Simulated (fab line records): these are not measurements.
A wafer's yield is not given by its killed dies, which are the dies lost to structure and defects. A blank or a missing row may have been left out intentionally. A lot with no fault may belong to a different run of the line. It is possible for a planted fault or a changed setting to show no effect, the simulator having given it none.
Matching of chambers / flow sky130 / cmp-02 running SKY_LI_CONTACT_CMP_24: 4 sister chambers
The step polishes, stops on PSG, t overpolish 20 s, target thk 0 nm. 4 wafers are shown with their chamber, then 7 later ones without.

## WAFERS WITH THEIR CHAMBER
wafer=L418.1; chamber=1; motor_current_A (A)=11.4
wafer=L418.5; chamber=3; motor_current_A (A)=11.1
wafer=L419.1; chamber=2; motor_current_A (A)=10.7
wafer=L419.2; chamber=0; motor_current_A (A)=9.3

## WAFERS MISSING THEIR CHAMBER
wafer=L419.6; motor_current_A (A)=11.6
wafer=L424.4; motor_current_A (A)=11.6
wafer=L424.5; motor_current_A (A)=10.5
wafer=L424.6; motor_current_A (A)=11.2
wafer=L428.3; motor_current_A (A)=10.6
wafer=L428.4; motor_current_A (A)=10.9
wafer=L428.5; motor_current_A (A)=11.4

## CHAMBER TAKEN BY EACH
wafer=L419.6; from the rows above=can't be placed: 1 or 3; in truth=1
wafer=L424.4; from the rows above=can't be placed: 1 or 3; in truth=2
wafer=L424.5; from the rows above=2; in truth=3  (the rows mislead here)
wafer=L424.6; from the rows above=can't be placed: 3 or 1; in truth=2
wafer=L428.3; from the rows above=2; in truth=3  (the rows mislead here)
wafer=L428.4; from the rows above=can't be placed: 3 or 2 or 1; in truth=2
wafer=L428.5; from the rows above=can't be placed: 1 or 3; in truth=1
Placed correctly: 0 of 7. Not placeable from these rows: 5 (in 3, the candidates include the true chamber). Wrongly placed: 2.
How it was worked out, from the rows above alone: a wafer's distance from a chamber is the root of the sum, over the readings, of the square of ((its reading less the chamber's mean) divided by the reading's scatter). The wafer belongs to the nearest chamber; if the next one is less than 2 further off, it can't be placed. The mean given for a chamber averages the wafers shown for that chamber. The scatter: root of mean squared gap, hidden wafer to nearest shown wafer, with one shown wafer a chamber.
